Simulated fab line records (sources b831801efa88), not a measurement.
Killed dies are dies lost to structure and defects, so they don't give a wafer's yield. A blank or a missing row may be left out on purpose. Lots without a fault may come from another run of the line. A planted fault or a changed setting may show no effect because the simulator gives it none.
What tool caused it? / flow gf180mcu / Sampling: 12 lots, 35 wafers, 4 of 602 route steps

WHAT THE GAUGES SHOWED, per wafer
GF_M2_THK_MEAS_06: measures by xrf.
lot=L159; measured=day 19 02:12; on=film metro-02; M2_ALCU_THK (nm)=447 441 450
lot=L158; measured=day 19 03:47; on=film metro-03; M2_ALCU_THK (nm)=451 445 445
lot=L160; measured=day 19 12:36; on=film metro-04; M2_ALCU_THK (nm)=452 449 456
lot=L161; measured=day 19 23:05; on=film metro-04; M2_ALCU_THK (nm)=459 458 459
lot=L162; measured=day 20 01:56; on=film metro-04; M2_ALCU_THK (nm)=456 455 461
lot=L164; measured=day 21 01:23; on=film metro-04; M2_ALCU_THK (nm)=449 452 451
lot=L166; measured=day 21 14:55; on=film metro-02; M2_ALCU_THK (nm)=449 444 450
lot=L167; measured=day 21 22:23; on=film metro-04; M2_ALCU_THK (nm)=461 460 458
lot=L168; measured=day 22 09:06; on=film metro-03; M2_ALCU_THK (nm)=450 454 458
lot=L172; measured=day 23 16:59; on=film metro-04; M2_ALCU_THK (nm)=435 459
lot=L178; measured=day 25 13:03; on=film metro-02; M2_ALCU_THK (nm)=440 445 440
lot=L180; measured=day 26 05:30; on=film metro-04; M2_ALCU_THK (nm)=456 450 449

GF_M3_THK_MEAS_06: measures by xrf.
lot=L159; measured=day 21 06:04; on=film metro-04; M3_ALCU_THK (nm)=453 451 453
lot=L158; measured=day 21 06:40; on=film metro-01; M3_ALCU_THK (nm)=447 441 443
lot=L160; measured=day 21 15:15; on=film metro-04; M3_ALCU_THK (nm)=449 447 454
lot=L161; measured=day 22 01:36; on=film metro-04; M3_ALCU_THK (nm)=442 441 445
lot=L162; measured=day 22 03:39; on=film metro-04; M3_ALCU_THK (nm)=452 453 455
lot=L164; measured=day 23 02:56; on=film metro-01; M3_ALCU_THK (nm)=442 449 443
lot=L166; measured=day 23 15:34; on=film metro-04; M3_ALCU_THK (nm)=455 453 452
lot=L167; measured=day 23 23:07; on=film metro-01; M3_ALCU_THK (nm)=439 438 441
lot=L168; measured=day 24 10:17; on=film metro-03; M3_ALCU_THK (nm)=447 450 447
lot=L172; measured=day 25 16:35; on=film metro-03; M3_ALCU_THK (nm)=451 453
lot=L178; measured=day 27 09:19; on=film metro-01; M3_ALCU_THK (nm)=443 444 449
lot=L180; measured=day 28 01:32; on=film metro-04; M3_ALCU_THK (nm)=453 455 450

WHAT TOOL EACH LOT RAN ON (gives the tool, then ch and the chambers of the sampled wafers, and finally the start)
lot=L159; GF_V1_SPUTTER_22=pvd sputter-01, day 19 01:13; GF_M2_SPUTTER_04=pvd sputter-02, day 19 02:02
lot=L158; GF_V1_SPUTTER_22=pvd sputter-02, day 19 02:41; GF_M2_SPUTTER_04=pvd sputter-04, day 19 03:37
lot=L160; GF_V1_SPUTTER_22=pvd sputter-04, day 19 11:30; GF_M2_SPUTTER_04=pvd sputter-02, day 19 12:26
lot=L161; GF_V1_SPUTTER_22=pvd sputter-04, day 19 22:07; GF_M2_SPUTTER_04=pvd sputter-02, day 19 22:55
lot=L162; GF_V1_SPUTTER_22=pvd sputter-01, day 20 00:58; GF_M2_SPUTTER_04=pvd sputter-02, day 20 01:46
lot=L164; GF_V1_SPUTTER_22=pvd sputter-04, day 21 00:25; GF_M2_SPUTTER_04=pvd sputter-03, day 21 01:14
lot=L166; GF_V1_SPUTTER_22=pvd sputter-01, day 21 13:55; GF_M2_SPUTTER_04=pvd sputter-02, day 21 14:44
lot=L167; GF_V1_SPUTTER_22=pvd sputter-04, day 21 21:25; GF_M2_SPUTTER_04=pvd sputter-04, day 21 22:14
lot=L168; GF_V1_SPUTTER_22=pvd sputter-01, day 22 08:07; GF_M2_SPUTTER_04=pvd sputter-04, day 22 08:56
lot=L172; GF_V1_SPUTTER_22=pvd sputter-01, day 23 16:00; GF_M2_SPUTTER_04=pvd sputter-04, day 23 16:49
lot=L178; GF_V1_SPUTTER_22=pvd sputter-04, day 25 11:58; GF_M2_SPUTTER_04=pvd sputter-02, day 25 12:53
lot=L180; GF_V1_SPUTTER_22=pvd sputter-04, day 26 04:31; GF_M2_SPUTTER_04=pvd sputter-03, day 26 05:19
- GF_V1_SPUTTER_22: material TiN, target thk 10 nm, time 40 s.
- GF_M2_SPUTTER_04: material TiN, target thk 50 nm, time 41.7 s.

AS READ BY THE TOOLS THEMSELVES (means over the sampled wafers that have a number; for cases with no such wafer, the mark the record gives instead)
GF_V1_SPUTTER_22.
lot=L159; tool=pvd sputter-01; chamber pressure pa (Pa)=4.997; throttle valve pct (%)=29.8
lot=L158; tool=pvd sputter-02; chamber pressure pa (Pa)=4.992; throttle valve pct (%)=30.3
lot=L160; tool=pvd sputter-04; chamber pressure pa (Pa)=4.998; throttle valve pct (%)=30.0
lot=L161; tool=pvd sputter-04; chamber pressure pa (Pa)=5.004; throttle valve pct (%)=29.2
lot=L162; tool=pvd sputter-01; chamber pressure pa (Pa)=4.992; throttle valve pct (%)=31.0
lot=L164; tool=pvd sputter-04; chamber pressure pa (Pa)=4.999; throttle valve pct (%)=29.5
lot=L166; tool=pvd sputter-01; chamber pressure pa (Pa)=5.001; throttle valve pct (%)=30.0
lot=L167; tool=pvd sputter-04; chamber pressure pa (Pa)=5.007; throttle valve pct (%)=29.2
lot=L168; tool=pvd sputter-01; chamber pressure pa (Pa)=4.997; throttle valve pct (%)=28.7
lot=L172; tool=pvd sputter-01; chamber pressure pa (Pa)=4.982; throttle valve pct (%)=28.0
lot=L178; tool=pvd sputter-04; chamber pressure pa (Pa)=4.987; throttle valve pct (%)=29.7
lot=L180; tool=pvd sputter-04; chamber pressure pa (Pa)=4.999; throttle valve pct (%)=28.9

GF_M2_SPUTTER_04.
lot=L159; tool=pvd sputter-02; chamber pressure pa (Pa)=0.3997; throttle valve pct (%)=30.4
lot=L158; tool=pvd sputter-04; chamber pressure pa (Pa)=0.3997; throttle valve pct (%)=29.8
lot=L160; tool=pvd sputter-02; chamber pressure pa (Pa)=0.4012; throttle valve pct (%)=31.5
lot=L161; tool=pvd sputter-02; chamber pressure pa (Pa)=0.3997; throttle valve pct (%)=31.2
lot=L162; tool=pvd sputter-02; chamber pressure pa (Pa)=0.3998; throttle valve pct (%)=31.2
lot=L164; tool=pvd sputter-03; chamber pressure pa (Pa)=0.3997; throttle valve pct (%)=29.7
lot=L166; tool=pvd sputter-02; chamber pressure pa (Pa)=0.4000; throttle valve pct (%)=30.3
lot=L167; tool=pvd sputter-04; chamber pressure pa (Pa)=0.4001; throttle valve pct (%)=29.9
lot=L168; tool=pvd sputter-04; chamber pressure pa (Pa)=0.3996; throttle valve pct (%)=28.9
lot=L172; tool=pvd sputter-04; chamber pressure pa (Pa)=0.4003; throttle valve pct (%)=29.6
lot=L178; tool=pvd sputter-02; chamber pressure pa (Pa)=0.4001; throttle valve pct (%)=31.1
lot=L180; tool=pvd sputter-03; chamber pressure pa (Pa)=0.3990; throttle valve pct (%)=30.2

THE ANSWER, worked out from the rows above alone
Rule: the usual values come from the lots themselves. The widest of any qualifying gaps counts: lots, ordered by their means at a reading, are off when they make up no more than a third of the lots, leave a main group of 4 or more, and stand apart from it by 3 or more times the standard deviation of that group's means. If all means in a main group match to the digits the tables above print for the reading, that group is not used. Also off: a lot with no number at a reading for which 4 or more lots have one. Any other lot the step has rows for is counted as sound. Order of review: gauges by route order, followed by the tools' own readings, for which a lot's mean as printed above is used. The first step at which some lot is off is used, and at that step the reading that is off furthest; a lot without a number counts as furthest.
No lot is off at any reading shown: from this, nothing can be told.

WHAT THE SIMULATOR HAD INSERTED
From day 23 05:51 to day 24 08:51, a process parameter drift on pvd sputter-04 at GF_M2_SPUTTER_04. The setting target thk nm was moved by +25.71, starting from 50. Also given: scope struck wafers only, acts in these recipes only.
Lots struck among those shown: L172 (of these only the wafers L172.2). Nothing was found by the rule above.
